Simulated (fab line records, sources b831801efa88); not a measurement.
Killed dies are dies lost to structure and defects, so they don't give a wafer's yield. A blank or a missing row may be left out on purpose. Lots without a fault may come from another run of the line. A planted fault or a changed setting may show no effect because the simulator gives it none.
A struck lot beside a sound one | flow gf180mcu | 14 steps out of a route of 602
Sound: wafers L334.2, L334.3, L334.5. Struck: wafers L342.2, L342.3, L342.6. The cause comes at the end.
At each step with rows: each side's tool, then ch and its chambers, then its first start. Under that, the readings that differ: sound wafers | struck wafers | difference of the means | sigmas: that difference in standard deviations of wafers without a fault.
alike: readings whose means differ by less than 2 such deviations, and words and numbers that are the same on both sides. not compared: withheld readings, readings that some wafer has no value for, bounds like >300 that may hide the same value, and numbers for which the record gives no deviation and whose values overlap.
The two part at a step that has a row with sigmas, a row that says differs or no value, or rows on one side only. Numbers that don't overlap but have no deviation are shown without sigmas and don't part them. A reading that every wafer of one side lacks parts them only if that side has two wafers or more.

first, 1 step without rows for these wafers: GF_HV_LDD_DEVELOP_06 (develop time 60 s).
GF_HV_LDD_CD_MEAS_07: target cd 400 nm.
  sound on cd_sem-01, day 12 17:34; struck on cd_sem-01, day 15 10:47
  alike: cd_nm
GF_HV_LDD_OVL_MEAS_08:
  sound on overlay-02, day 12 17:40; struck on overlay-02, day 15 10:53
  reading         | sound         | struck      | difference | sigmas
  HV_LDD_OVL (nm) | -0.1 -0.3 0.4 | 2.3 3.2 4.5 | +3.3       | +2
then, 1 step without rows for these wafers: GF_HV_LDD_IMPLANT_09.
GF_HV_LDD_STRIP_10: strips in O2/N2.
  sound on plasma_asher-02 ch 1, day 12 17:51; struck on plasma_asher-01 ch 0,1, day 15 11:04
  reading                      | sound             | struck            | difference | sigmas
  strip_time_to_endpoint_s (s) | 12.75 12.72 12.73 | 12.59 12.63 12.64 | -0.11      | -3
  alike: chamber_pressure_mTorr, drypump_motor_current_A, heater_power_w, oes_product_au
  not compared: rf_hours_counter_h
GF_HV_LDD_TW_MEAS_11:
  sound on film_metro-03, day 12 17:58; struck on film_metro-04, day 15 11:11
  reading   | sound          | struck         | difference | sigmas
  HV_LDD_TW | 2378 2394 2389 | 2415 2425 2412 | +30        | +3
then, 6 steps without rows for these wafers: GF_HV_LDD_DEHYDRATE_12 (time 60 s); GF_HV_LDD_HMDS_13 (prime time 60 s); GF_HV_LDD_COAT_14 (resist thk 1000 nm); GF_HV_LDD_SOFTBAKE_15 (time 60 s); GF_HV_LDD_EXPOSE_16 (exposes mask Pplus LV AREA, target cd 400 nm); GF_HV_LDD_PEB_17.
GF_HV_LDD_DEVELOP_18: develop time 60 s.
  sound on litho_track-03 ch 0, day 13 13:16; struck on litho_track-03, day 16 08:46
  no value came back on the struck wafers for chill_plate_temp_C (C), develop_time_s (s); on the sound wafers chill_plate_temp_C (C) reads 22.88 22.99 23.07
GF_HV_LDD_CD_MEAS_19: target cd 400 nm.
  sound on cd_sem-02, day 13 13:25; struck on cd_sem-02, day 16 08:55
  reading    | sound             | struck | difference                    | sigmas
  cd_nm (nm) | 394.0 394.9 393.1 | - - -  | no value on the struck wafers |

WHERE THEY PART
First at GF_HV_LDD_OVL_MEAS_08; last, within this record, at GF_HV_LDD_CD_MEAS_19.

WHY: what the simulator had put in
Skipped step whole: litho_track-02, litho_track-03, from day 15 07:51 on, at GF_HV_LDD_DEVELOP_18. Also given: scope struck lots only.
